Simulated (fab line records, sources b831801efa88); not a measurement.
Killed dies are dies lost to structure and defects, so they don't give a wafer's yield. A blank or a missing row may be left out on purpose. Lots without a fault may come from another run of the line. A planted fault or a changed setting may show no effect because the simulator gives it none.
Which tool did it? | flow gf180mcu | 11 lots, 32 wafers sampled, at 4 steps of a route of 602

WHAT THE GAUGES READ, wafer by wafer
GF_M4_RS_MEAS_05: measures by four-point-probe.
lot  | measured     | on            | M4_ALCU_RS (ohm/sq)
L766 | day 22 10:32 | film_metro-04 | 0.0695 0.0686 0.0682
L767 | day 22 22:42 | film_metro-03 | 0.0705 0.0706 0.0692
L768 | day 23 13:49 | film_metro-04 | 0.0706 0.0701 0.0711
L769 | day 23 11:19 | film_metro-03 | 0.0710 0.0696 0.0690
L771 | day 24 14:29 | film_metro-03 | 0.0685 0.0702 0.0687
L773 | day 24 21:21 | film_metro-03 | 0.0693 0.0708 0.0697
L774 | day 25 01:46 | film_metro-02 | 0.0698 0.0701 0.0690
L779 | day 27 01:55 | film_metro-03 | 0.0597 0.0705 0.0597 0.0705
L783 | day 28 02:36 | film_metro-02 | 0.0696 0.0701 0.0704
L788 | day 29 13:02 | film_metro-04 | 0.0688 0.0686 0.0710
L789 | day 29 18:53 | film_metro-03 | 0.0700 0.0694 0.0679

WHICH TOOL RAN EACH LOT (tool, then ch and the chambers of the sampled wafers, then the start)
lot  | GF_V3_STRIP_18                       | GF_V3_SPUTTER_21             | GF_M4_SPUTTER_02
L766 | plasma_asher-01 ch 0,1, day 22 09:06 | pvd_sputter-04, day 22 09:38 | pvd_sputter-02, day 22 10:27
L767 | plasma_asher-04 ch 0,1, day 22 21:15 | pvd_sputter-01, day 22 21:45 | pvd_sputter-02, day 22 22:34
L768 | plasma_asher-02 ch 0,1, day 23 03:28 | pvd_sputter-02, day 23 04:02 | pvd_sputter-01, day 23 13:44
L769 | plasma_asher-01 ch 0, day 23 09:50   | pvd_sputter-04, day 23 10:23 | pvd_sputter-01, day 23 11:13
L771 | plasma_asher-01 ch 0,1, day 24 12:59 | pvd_sputter-01, day 24 13:33 | pvd_sputter-01, day 24 14:22
L773 | plasma_asher-02 ch 0,1, day 24 19:52 | pvd_sputter-01, day 24 20:22 | pvd_sputter-02, day 24 21:13
L774 | plasma_asher-04 ch 1, day 25 00:17   | pvd_sputter-04, day 25 00:50 | pvd_sputter-01, day 25 01:40
L779 | plasma_asher-02 ch 0,1, day 27 00:28 | pvd_sputter-02, day 27 01:01 | pvd_sputter-01, day 27 01:50
L783 | plasma_asher-04 ch 0,1, day 28 01:05 | pvd_sputter-01, day 28 01:41 | pvd_sputter-03, day 28 02:31
L788 | plasma_asher-04 ch 0,1, day 29 10:58 | pvd_sputter-04, day 29 11:34 | pvd_sputter-03, day 29 12:56
L789 | plasma_asher-02 ch 0,1, day 29 17:25 | pvd_sputter-04, day 29 17:56 | pvd_sputter-02, day 29 18:46
- GF_V3_STRIP_18: strips in O2/N2.
- GF_V3_SPUTTER_21: material Ti, target thk 15 nm, time 80.02 s.
- GF_M4_SPUTTER_02: material AlCu, target thk 450 nm, time 23.9 s.

THE ANSWER, worked out from the rows above alone
Rule: what is usual is taken from the lots themselves. Put in order of their means at a reading, lots are off if they are a third of the lots or fewer, leave a main group of 4 or more, and stand apart from it by a gap of 3 or more times the standard deviation of the main group's means; of several such gaps the widest counts. A main group whose means are all the same, to the digits that the tables above print for the reading, isn't used. A lot without any number at a reading at which 4 lots or more have one is off too. The other lots that the step has rows for count as sound.
Off: L779, at GF_M4_RS_MEAS_05 (M4_ALCU_RS). The main group: mean 0.0697 ohm/sq, standard deviation 0.00053.
A tool fits if, at a process step before that reading, it ran every lot that is off, and no sound lot after the first of them. The gauges at GF_M4_RS_MEAS_05 are tried like those tools. Can't be told from this: 2 tools fit, pvd_sputter-02 at GF_V3_SPUTTER_21, pvd_sputter-01 at GF_M4_SPUTTER_02.

WHAT THE SIMULATOR HAD PUT IN
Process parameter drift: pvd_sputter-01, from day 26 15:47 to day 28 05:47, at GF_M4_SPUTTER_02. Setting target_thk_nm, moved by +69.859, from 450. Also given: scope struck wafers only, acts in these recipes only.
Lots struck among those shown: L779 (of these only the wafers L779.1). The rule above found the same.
